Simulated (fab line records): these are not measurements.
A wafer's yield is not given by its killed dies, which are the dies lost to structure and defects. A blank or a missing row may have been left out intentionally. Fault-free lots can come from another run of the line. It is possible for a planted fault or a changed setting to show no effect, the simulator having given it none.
fab line records :: flow sky130
[record]
  lots = 6
  wafers = 18
  lastDay = 50
route steps=708 shown LDD_HVP@283 LDD_LDN@289 PAD_OPEN@708
lots that met no fault: taken from a fault-free run of the same line
startH: hours from the record's opening day to when the first of the lot's shown wafers began :: waitH: time in hours since the lot's previous step :: " identical to the entry in the row above :: L1.1+2: a row that stands for several wafers :: - value missing, or start not given :: * or withheld: withheld :: < > ~ a bound
route shown NAME@n: names a module that has steps shown in the file, with the first one's number in the route :: usual: mean/standard deviation taken from wafers without a fault :: same: alike in all rows :: chamber/n: place in a boat :: sites: the reading at each site :: _std_site: the standard deviation of these :: _edge_site: outer sites' mean less inner sites' :: radiusMm: how far each site lies from the wafer's centre :: mask NAME#n: copy n :: behind: the tool/chamber that last shaped the wafer :: hold: the reason the lot was held/the length of the hold in hours/how it ended :: device: the transistor (n, p or np) that didn't switch :: end of line: the route-end tests of the same wafers :: a step with no rows: only its recipe :: killed: dies lost to structure and defects at the first sort, not the wafer's yield :: map: dies across one wafer; x = killed, . = not, _ = none there
set.NAME: setting as actually run; set.NAME@STEP: the setting as run at that earlier step :: model.NAME: the simulator's own value behind a step, which no gauge read
lots seen at some steps along the route; tables by step, rows by wafer
services: the hour from which a tool's chamber was out of use, counted from the record's first day as startH (under 0 if before that day), plus the number of hours and why
[[steps]]
[step SKY_LDD_HVP_PEB_05]
[recipe]
  tempC = withheld
  timeS = *
  resist = NOVOLAK
[step SKY_LDD_HVP_DEVELOP_06]
[recipe]
  resist = NOVOLAK
  developer = TMAH
  developTimeS = 60
  devTempC = 23
[step SKY_LDD_HVP_OVL_MEAS_07]
[usual]
  LDD_HVP_OVL = -0.5/1.3
lot.wafer: L324.2
tool: overlay-02
chamber: -
startH: 478.23
waitH: 0.1
LDD_HVP_OVL[nm]: -0.6

lot.wafer: L324.4
tool: overlay-02
chamber: -
startH: 478.23
waitH: 0.1
LDD_HVP_OVL[nm]: 0.0

lot.wafer: L324.6
tool: overlay-02
chamber: -
startH: 478.23
waitH: 0.1
LDD_HVP_OVL[nm]: -0.3

lot.wafer: L334.1
tool: overlay-02
chamber: -
startH: 582.56
waitH: 0.1
LDD_HVP_OVL[nm]: 0.2

lot.wafer: L334.2
tool: overlay-02
chamber: -
startH: 582.56
waitH: 0.1
LDD_HVP_OVL[nm]: 0.1

lot.wafer: L334.4
tool: overlay-02
chamber: -
startH: 582.56
waitH: 0.1
LDD_HVP_OVL[nm]: 1.2

lot.wafer: L337.1
tool: overlay-01
chamber: -
startH: 604.91
waitH: 0.1
LDD_HVP_OVL[nm]: -2.2

lot.wafer: L337.2
tool: overlay-01
chamber: -
startH: 604.91
waitH: 0.1
LDD_HVP_OVL[nm]: -1.5

lot.wafer: L337.5
tool: overlay-01
chamber: -
startH: 604.91
waitH: 0.1
LDD_HVP_OVL[nm]: -2.8

lot.wafer: L338.3
tool: overlay-02
chamber: -
startH: 611.82
waitH: 0.1
LDD_HVP_OVL[nm]: -0.6

lot.wafer: L338.5
tool: overlay-02
chamber: -
startH: 611.82
waitH: 0.1
LDD_HVP_OVL[nm]: -1.2

lot.wafer: L338.6
tool: overlay-02
chamber: -
startH: 611.82
waitH: 0.1
LDD_HVP_OVL[nm]: -1.7

lot.wafer: L344.1
tool: overlay-02
chamber: -
startH: 677.86
waitH: 0.1
LDD_HVP_OVL[nm]: -3.1

lot.wafer: L344.2
tool: overlay-02
chamber: -
startH: 677.86
waitH: 0.1
LDD_HVP_OVL[nm]: -1.4

lot.wafer: L344.6
tool: overlay-02
chamber: -
startH: 677.86
waitH: 0.1
LDD_HVP_OVL[nm]: -1.1

lot.wafer: L346.2
tool: overlay-01
chamber: -
startH: 694.69
waitH: 0.1
LDD_HVP_OVL[nm]: -3.2

lot.wafer: L346.4
tool: overlay-01
chamber: -
startH: 694.69
waitH: 0.1
LDD_HVP_OVL[nm]: -1.4

lot.wafer: L346.5
tool: overlay-01
chamber: -
startH: 694.69
waitH: 0.1
LDD_HVP_OVL[nm]: -2.2
[step SKY_LDD_HVP_IMPLANT_08]
[recipe]
  species = B
  energyKev = 20
  doseCm2 = 1.7e+13
  tiltDeg = 17.9
[step SKY_LDD_HVP_STRIP_09]
[recipe]
  chemistry = O2/N2
  powerW = 1400
  pressureMtorr = 1500
  platenTempC = withheld
  o2FlowSccm = 3000
  n2FlowSccm = 300
  overashFraction = 0.5
[usual]
  drypumpMotorCurrentA = 5.6/0.43
  oesProductAu = 0.409/0.0048
  stripTimeToEndpointS = 4.132/0.013
lot.wafer: L324.2
tool: plasmaAsher-01
chamber: 0
startH: 478.41
waitH: 0.1
drypumpMotorCurrentA: 5.1
oesProductAu: 0.408
rfHoursCounterH: 55
stripTimeToEndpointS: 4.126

lot.wafer: L324.4
tool: plasmaAsher-01
chamber: 0
startH: 478.41
waitH: 0.1
drypumpMotorCurrentA: 5.1
oesProductAu: 0.403
rfHoursCounterH: -
stripTimeToEndpointS: 4.126

lot.wafer: L324.6
tool: plasmaAsher-01
chamber: 0
startH: 478.41
waitH: 0.1
drypumpMotorCurrentA: 5.1
oesProductAu: 0.408
rfHoursCounterH: -
stripTimeToEndpointS: 4.132

lot.wafer: L334.1
tool: plasmaAsher-04
chamber: 0
startH: 582.74
waitH: 0.1
drypumpMotorCurrentA: 5.6
oesProductAu: 0.409
rfHoursCounterH: 96
stripTimeToEndpointS: 4.161

lot.wafer: L334.2
tool: plasmaAsher-04
chamber: 1
startH: 582.74
waitH: 0.1
drypumpMotorCurrentA: 5.9
oesProductAu: 0.418
rfHoursCounterH: 96
stripTimeToEndpointS: 4.149

lot.wafer: L334.4
tool: plasmaAsher-04
chamber: 1
startH: 582.74
waitH: 0.1
drypumpMotorCurrentA: 5.9
oesProductAu: 0.411
rfHoursCounterH: -
stripTimeToEndpointS: 4.146

lot.wafer: L337.1
tool: plasmaAsher-03
chamber: 1
startH: 605.09
waitH: 0.1
drypumpMotorCurrentA: 6.4
oesProductAu: 0.404
rfHoursCounterH: 45
stripTimeToEndpointS: 4.127

lot.wafer: L337.2
tool: plasmaAsher-03
chamber: 0
startH: 605.09
waitH: 0.1
drypumpMotorCurrentA: 5.4
oesProductAu: 0.412
rfHoursCounterH: 45
stripTimeToEndpointS: 4.134

lot.wafer: L337.5
tool: plasmaAsher-03
chamber: 0
startH: 605.09
waitH: 0.1
drypumpMotorCurrentA: 5.4
oesProductAu: 0.411
rfHoursCounterH: -
stripTimeToEndpointS: 4.130

lot.wafer: L338.3
tool: plasmaAsher-03
chamber: 1
startH: 612.03
waitH: 0.1
drypumpMotorCurrentA: 6.4
oesProductAu: 0.409
rfHoursCounterH: -
stripTimeToEndpointS: 4.131

lot.wafer: L338.5
tool: plasmaAsher-03
chamber: 0
startH: 612.03
waitH: 0.1
drypumpMotorCurrentA: 5.4
oesProductAu: 0.402
rfHoursCounterH: -
stripTimeToEndpointS: 4.118

lot.wafer: L338.6
tool: plasmaAsher-03
chamber: 1
startH: 612.03
waitH: 0.1
drypumpMotorCurrentA: 6.4
oesProductAu: 0.405
rfHoursCounterH: -
stripTimeToEndpointS: 4.150

lot.wafer: L344.1
tool: plasmaAsher-03
chamber: 0
startH: 678.04
waitH: 0.1
drypumpMotorCurrentA: 5.3
oesProductAu: 0.409
rfHoursCounterH: 52
stripTimeToEndpointS: 4.128

lot.wafer: L344.2
tool: plasmaAsher-03
chamber: 1
startH: 678.04
waitH: 0.1
drypumpMotorCurrentA: 6.5
oesProductAu: 0.401
rfHoursCounterH: 52
stripTimeToEndpointS: 4.137

lot.wafer: L344.6
tool: plasmaAsher-03
chamber: 0
startH: 678.04
waitH: 0.1
drypumpMotorCurrentA: 5.4
oesProductAu: 0.405
rfHoursCounterH: -
stripTimeToEndpointS: 4.147

lot.wafer: L346.2
tool: plasmaAsher-04
chamber: 1
startH: 694.87
waitH: 0.1
drypumpMotorCurrentA: 5.9
oesProductAu: 0.409
rfHoursCounterH: 107
stripTimeToEndpointS: 4.142

lot.wafer: L346.4
tool: plasmaAsher-04
chamber: 0
startH: 694.87
waitH: 0.1
drypumpMotorCurrentA: 5.6
oesProductAu: 0.404
rfHoursCounterH: -
stripTimeToEndpointS: 4.129

lot.wafer: L346.5
tool: plasmaAsher-04
chamber: 1
startH: 694.87
waitH: 0.1
drypumpMotorCurrentA: 5.9
oesProductAu: 0.410
rfHoursCounterH: -
stripTimeToEndpointS: 4.131
[step SKY_LDD_HVP_TW_MEAS_10]
[usual]
  LDD_HVP_TW = 456.8/2.2
lot.wafer: L324.2
tool: filmMetro-02
chamber: -
startH: 478.52
waitH: 0.1
LDD_HVP_TW: 456.3

lot.wafer: L324.4
tool: filmMetro-02
chamber: -
startH: 478.52
waitH: 0.1
LDD_HVP_TW: 455.6

lot.wafer: L324.6
tool: filmMetro-02
chamber: -
startH: 478.52
waitH: 0.1
LDD_HVP_TW: 456.7

lot.wafer: L334.1
tool: filmMetro-02
chamber: -
startH: 582.84
waitH: 0.1
LDD_HVP_TW: 459.0

lot.wafer: L334.2
tool: filmMetro-02
chamber: -
startH: 582.84
waitH: 0.1
LDD_HVP_TW: 459.8

lot.wafer: L334.4
tool: filmMetro-02
chamber: -
startH: 582.84
waitH: 0.1
LDD_HVP_TW: 457.1

lot.wafer: L337.1
tool: filmMetro-04
chamber: -
startH: 605.19
waitH: 0.1
LDD_HVP_TW: 458.1

lot.wafer: L337.2
tool: filmMetro-04
chamber: -
startH: 605.19
waitH: 0.1
LDD_HVP_TW: 456.8

lot.wafer: L337.5
tool: filmMetro-04
chamber: -
startH: 605.19
waitH: 0.1
LDD_HVP_TW: 458.2

lot.wafer: L338.3
tool: filmMetro-04
chamber: -
startH: 612.11
waitH: 0.1
LDD_HVP_TW: 456.8

lot.wafer: L338.5
tool: filmMetro-04
chamber: -
startH: 612.11
waitH: 0.1
LDD_HVP_TW: 454.5

lot.wafer: L338.6
tool: filmMetro-04
chamber: -
startH: 612.11
waitH: 0.1
LDD_HVP_TW: 458.1

lot.wafer: L344.1
tool: filmMetro-02
chamber: -
startH: 678.14
waitH: 0.1
LDD_HVP_TW: 457.2

lot.wafer: L344.2
tool: filmMetro-02
chamber: -
startH: 678.14
waitH: 0.1
LDD_HVP_TW: 455.7

lot.wafer: L344.6
tool: filmMetro-02
chamber: -
startH: 678.14
waitH: 0.1
LDD_HVP_TW: 456.9

lot.wafer: L346.2
tool: filmMetro-02
chamber: -
startH: 694.98
waitH: 0.1
LDD_HVP_TW: 454.8

lot.wafer: L346.4
tool: filmMetro-02
chamber: -
startH: 694.98
waitH: 0.1
LDD_HVP_TW: 457.0

lot.wafer: L346.5
tool: filmMetro-02
chamber: -
startH: 694.98
waitH: 0.1
LDD_HVP_TW: 454.6
[step SKY_LDD_LDN_DEHYDRATE_00]
[recipe]
  tempC = 200
  timeS = 60
[step SKY_LDD_LDN_HMDS_01]
[recipe]
  primeTimeS = 60
  primeTempC = 120
[step SKY_LDD_LDN_COAT_02]
[recipe]
  resist = NOVOLAK
  spinRpm = 3000
  resistThkNm = 1140
[step SKY_LDD_LDN_SOFTBAKE_03]
[recipe]
  tempC = 90
  timeS = 60
  resist = NOVOLAK
[step SKY_LDD_LDN_EXPOSE_04]
[recipe]
  maskId = LDNTM
  na = 0.6
  sourceShape = conventional
  sigmaOuter = 0.6
  polarization = unpolarized
  targetCdNm = 700
  doseMj = 140
[step SKY_LDD_LDN_PEB_05]
[recipe]
  tempC = withheld
  timeS = *
  resist = NOVOLAK
[step SKY_LDD_LDN_DEVELOP_06]
[recipe]
  resist = NOVOLAK
  developer = TMAH
  developTimeS = 60
  devTempC = 23
[usual]
  developerTempC = 23.02/0.11
lot.wafer: L324.2
tool: lithoTrack-01
chamber: 0
startH: 508.74
waitH: 0.1
developerTempC: 22.95

lot.wafer: L324.4
tool: lithoTrack-01
chamber: 0
startH: 508.74
waitH: 0.1
developerTempC: 23.00

lot.wafer: L324.6
tool: lithoTrack-01
chamber: 0
startH: 508.74
waitH: 0.1
developerTempC: 22.95

lot.wafer: L334.1
tool: lithoTrack-03
chamber: 0
startH: 611.37
waitH: 0.1
developerTempC: 23.06

lot.wafer: L334.2
tool: lithoTrack-03
chamber: 0
startH: 611.37
waitH: 0.1
developerTempC: 22.93

lot.wafer: L334.4
tool: lithoTrack-03
chamber: 0
startH: 611.37
waitH: 0.1
developerTempC: 22.93

lot.wafer: L337.1
tool: lithoTrack-03
chamber: 0
startH: 634.37
waitH: 0.1
developerTempC: 22.04

lot.wafer: L337.2
tool: lithoTrack-03
chamber: 0
startH: 634.37
waitH: 0.1
developerTempC: 21.97

lot.wafer: L337.5
tool: lithoTrack-03
chamber: 0
startH: 634.37
waitH: 0.1
developerTempC: 22.14

lot.wafer: L338.3
tool: lithoTrack-03
chamber: 0
startH: 640.22
waitH: 0.1
developerTempC: 22.07

lot.wafer: L338.5
tool: lithoTrack-03
chamber: 0
startH: 640.22
waitH: 0.1
developerTempC: 22.14

lot.wafer: L338.6
tool: lithoTrack-03
chamber: 0
startH: 640.22
waitH: 0.1
developerTempC: 22.09

lot.wafer: L344.1
tool: lithoTrack-01
chamber: 0
startH: 705.71
waitH: 0.1
developerTempC: 23.21

lot.wafer: L344.2
tool: lithoTrack-01
chamber: 0
startH: 705.71
waitH: 0.1
developerTempC: 23.13

lot.wafer: L344.6
tool: lithoTrack-01
chamber: 0
startH: 705.71
waitH: 0.1
developerTempC: 22.93

lot.wafer: L346.2
tool: lithoTrack-01
chamber: 0
startH: 721.84
waitH: 0.1
developerTempC: 23.02

lot.wafer: L346.4
tool: lithoTrack-01
chamber: 0
startH: 721.84
waitH: 0.1
developerTempC: 22.93

lot.wafer: L346.5
tool: lithoTrack-01
chamber: 0
startH: 721.84
waitH: 0.1
developerTempC: 23.09
[step SKY_LDD_LDN_OVL_MEAS_07]
[usual]
  LDD_LDN_OVL = -0.5/1.2
lot.wafer: L324.2
tool: overlay-01
chamber: -
startH: 508.87
waitH: 0.1
LDD_LDN_OVL[nm]: -1.3

lot.wafer: L324.4
tool: overlay-01
chamber: -
startH: 508.87
waitH: 0.1
LDD_LDN_OVL[nm]: -1.8

lot.wafer: L324.6
tool: overlay-01
chamber: -
startH: 508.87
waitH: 0.1
LDD_LDN_OVL[nm]: -2.0

lot.wafer: L334.1
tool: overlay-02
chamber: -
startH: 611.52
waitH: 0.1
LDD_LDN_OVL[nm]: -1.0

lot.wafer: L334.2
tool: overlay-02
chamber: -
startH: 611.52
waitH: 0.1
LDD_LDN_OVL[nm]: -1.1

lot.wafer: L334.4
tool: overlay-02
chamber: -
startH: 611.52
waitH: 0.1
LDD_LDN_OVL[nm]: -1.6

lot.wafer: L337.1
tool: overlay-01
chamber: -
startH: 634.52
waitH: 0.1
LDD_LDN_OVL[nm]: 0.4

lot.wafer: L337.2
tool: overlay-01
chamber: -
startH: 634.52
waitH: 0.1
LDD_LDN_OVL[nm]: 0.1

lot.wafer: L337.5
tool: overlay-01
chamber: -
startH: 634.52
waitH: 0.1
LDD_LDN_OVL[nm]: -1.2

lot.wafer: L338.3
tool: overlay-01
chamber: -
startH: 640.33
waitH: 0.1
LDD_LDN_OVL[nm]: -2.2

lot.wafer: L338.5
tool: overlay-01
chamber: -
startH: 640.33
waitH: 0.1
LDD_LDN_OVL[nm]: -1.6

lot.wafer: L338.6
tool: overlay-01
chamber: -
startH: 640.33
waitH: 0.1
LDD_LDN_OVL[nm]: -1.5

lot.wafer: L344.1
tool: overlay-01
chamber: -
startH: 705.86
waitH: 0.1
LDD_LDN_OVL[nm]: 1.0

lot.wafer: L344.2
tool: overlay-01
chamber: -
startH: 705.86
waitH: 0.1
LDD_LDN_OVL[nm]: 1.8

lot.wafer: L344.6
tool: overlay-01
chamber: -
startH: 705.86
waitH: 0.1
LDD_LDN_OVL[nm]: 1.7

lot.wafer: L346.2
tool: overlay-01
chamber: -
startH: 721.97
waitH: 0.1
LDD_LDN_OVL[nm]: 0.4

lot.wafer: L346.4
tool: overlay-01
chamber: -
startH: 721.97
waitH: 0.1
LDD_LDN_OVL[nm]: 0.2

lot.wafer: L346.5
tool: overlay-01
chamber: -
startH: 721.97
waitH: 0.1
LDD_LDN_OVL[nm]: 0.1
[step SKY_PAD_OPEN_PROBE_99]
[usual]
  killed_at_M0_to_M3 = 43/6.6
  killed_at_M4_up = 3.1/1.6
  killedAtContacts = 23/5.6
  killedAtFrontEnd = 15/4.2
  killedAtOther = 0.2/0.43
  killedDies = 85/9.3
  killedOpen = 46/6.6
  killedShort = 39/6.2
[same]
  grossDies = 492
  killedAtBackSide = 0
lot.wafer: L334.1
tool: prober-02
chamber: -
startH: 1131.02
waitH: 0.1
killed_at_M0_to_M3: 47
killed_at_M4_up: 2
killedAtContacts: 20
killedAtFrontEnd: 8
killedAtOther: 0
killedDies: 77
killedOpen: 50
killedShort: 27

lot.wafer: L334.2
tool: prober-02
chamber: -
startH: 1131.07
waitH: 0.1
killed_at_M0_to_M3: 53
killed_at_M4_up: 2
killedAtContacts: 22
killedAtFrontEnd: 16
killedAtOther: 0
killedDies: 93
killedOpen: 47
killedShort: 46

lot.wafer: L334.4
tool: prober-02
chamber: -
startH: 1131.17
waitH: 0.2
killed_at_M0_to_M3: 47
killed_at_M4_up: 5
killedAtContacts: 27
killedAtFrontEnd: 11
killedAtOther: 0
killedDies: 90
killedOpen: 42
killedShort: 48

lot.wafer: L344.1
tool: prober-01
chamber: -
startH: 1190.07
waitH: 0.1
killed_at_M0_to_M3: 27
killed_at_M4_up: 4
killedAtContacts: 25
killedAtFrontEnd: 21
killedAtOther: 1
killedDies: 78
killedOpen: 38
killedShort: 40

lot.wafer: L344.2
tool: prober-01
chamber: -
startH: 1190.12
waitH: 0.1
killed_at_M0_to_M3: 40
killed_at_M4_up: 3
killedAtContacts: 29
killedAtFrontEnd: 23
killedAtOther: 0
killedDies: 95
killedOpen: 50
killedShort: 45

lot.wafer: L344.6
tool: prober-01
chamber: -
startH: 1190.32
waitH: 0.2
killed_at_M0_to_M3: 37
killed_at_M4_up: 3
killedAtContacts: 20
killedAtFrontEnd: 10
killedAtOther: 0
killedDies: 70
killedOpen: 40
killedShort: 30

lot.wafer: L346.2
tool: prober-02
chamber: -
startH: 1199.90
waitH: 0.1
killed_at_M0_to_M3: 35
killed_at_M4_up: 2
killedAtContacts: 26
killedAtFrontEnd: 7
killedAtOther: 0
killedDies: 70
killedOpen: 33
killedShort: 37

lot.wafer: L346.4
tool: prober-02
chamber: -
startH: 1200.00
waitH: 0.2
killed_at_M0_to_M3: 41
killed_at_M4_up: 2
killedAtContacts: 29
killedAtFrontEnd: 13
killedAtOther: 0
killedDies: 85
killedOpen: 45
killedShort: 40

lot.wafer: L346.5
tool: prober-02
chamber: -
startH: 1200.05
waitH: 0.2
killed_at_M0_to_M3: 33
killed_at_M4_up: 4
killedAtContacts: 32
killedAtFrontEnd: 17
killedAtOther: 1
killedDies: 87
killedOpen: 45
killedShort: 42
// killed by level:class
L334.1 VIA1:geometricParticle:open=11 CONTACT:geometricParticle:open=9 LI_CONTACT:geometricParticle:open=8 METAL1:geometricParticle:short=8 VIA3:geometricParticle:open=8 METAL2:geometricParticle:short=6 VIA2:geometricParticle:open=5 POLY_GATE:geometricParticle:short=2
L334.2 VIA1:geometricParticle:open=9 CONTACT:geometricParticle:open=9 POLY_GATE:geometricParticle:short=7 VIA1:geometricParticle:short=7 METAL2:geometricParticle:short=7 VIA3:geometricParticle:open=7 LI_CONTACT:geometricParticle:open=6 VIA2:geometricParticle:open=6
L334.4 LOCAL_INTERCONNECT:geometricParticle:short=9 VIA1:geometricParticle:open=8 VIA2:geometricParticle:short=7 LI_CONTACT:geometricParticle:open=6 CONTACT:geometricParticle:open=6 VIA3:geometricParticle:open=6 VIA2:geometricParticle:open=6 FIELD_ISO:geometricParticle:open=5
L344.1 FIELD_ISO:geometricParticle:short=7 CONTACT:geometricParticle:open=7 LI_CONTACT:geometricParticle:open=6 LOCAL_INTERCONNECT:geometricParticle:short=6 POLY_GATE:geometricParticle:open=4 CONTACT:geometricParticle:short=4 VIA2:geometricParticle:open=4 METAL3:geometricParticle:open=4
L344.2 CONTACT:geometricParticle:open=11 VIA1:geometricParticle:open=9 METAL2:geometricParticle:short=8 FIELD_ISO:geometricParticle:open=7 FIELD_ISO:geometricParticle:short=6 LI_CONTACT:geometricParticle:open=6 POLY_GATE:geometricParticle:open=6 CONTACT:geometricParticle:short=6
L344.6 VIA1:geometricParticle:open=9 CONTACT:geometricParticle:open=8 VIA1:geometricParticle:short=5 METAL3:geometricParticle:short=5 VIA3:geometricParticle:open=4 LI_CONTACT:geometricParticle:open=4 CONTACT:geometricParticle:short=4 POLY_GATE:geometricParticle:open=3
L346.2 CONTACT:geometricParticle:open=10 VIA1:geometricParticle:open=8 LOCAL_INTERCONNECT:geometricParticle:short=6 VIA2:geometricParticle:open=6 FIELD_ISO:geometricParticle:short=5 CONTACT:geometricParticle:short=4 METAL2:geometricParticle:short=4 VIA3:geometricParticle:open=4
L346.4 CONTACT:geometricParticle:open=15 VIA2:geometricParticle:open=7 VIA3:geometricParticle:open=7 CONTACT:geometricParticle:short=6 METAL3:geometricParticle:short=6 FIELD_ISO:geometricParticle:open=5 FIELD_ISO:geometricParticle:short=5 VIA2:geometricParticle:short=5
L346.5 CONTACT:geometricParticle:open=13 CONTACT:geometricParticle:short=8 VIA2:geometricParticle:open=7 LOCAL_INTERCONNECT:geometricParticle:short=6 LI_CONTACT:geometricParticle:open=5 VIA1:geometricParticle:short=5 VIA1:geometricParticle:open=5 FIELD_ISO:geometricParticle:short=4
[[services]]
tool: plasmaAsher-03
chamber: -
startH: 480.24
hours: 14.7
kind: repair

tool: plasmaAsher-01
chamber: -
startH: 487.71
hours: 1.3
kind: repair

tool: plasmaAsher-03
chamber: -
startH: 506.24
hours: 0.6
kind: repair

tool: plasmaAsher-01
chamber: -
startH: 653.20
hours: 4.3
kind: repair

tool: plasmaAsher-03
chamber: -
startH: 662.69
hours: 1.1
kind: repair

tool: plasmaAsher-04
chamber: -
startH: 697.66
hours: 2.4
kind: repair

tool: plasmaAsher-03
chamber: -
startH: 715.79
hours: 4.5
kind: repair
[[key]]
[firstSign]
  step = SKY_LDD_LDN_DEVELOP_06
  reading = developerTempC
  direction = down
  sigmas = 8.9
  usual = *
  struck = *
effect none on later readings
metAt SKY_LDD_LDN_DEVELOP_06
struckWafers L337.1,L337.2,L337.5,L338.3,L338.5,L338.6
testerLeftOut L337,L338
onsetBetween 611.37 634.37
[fault]
  kind = processParameterDrift
  tool = lithoTrack-03
  chamber = -
  onsetH = 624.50
  steps = SKY_LDD_LDN_DEVELOP_06
  channel = devTempC
  offset = *
  shape = step
  endH = 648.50
  actsIn = *
  stated = *
// testerLeftOut: of these lots the tester's yield and bins aren't shown, on N5 and GAA mostly nor the transistor test; their killed dies are dies lost to structure and defects alone, not to doping, threshold or leakage, so they don't give the yield
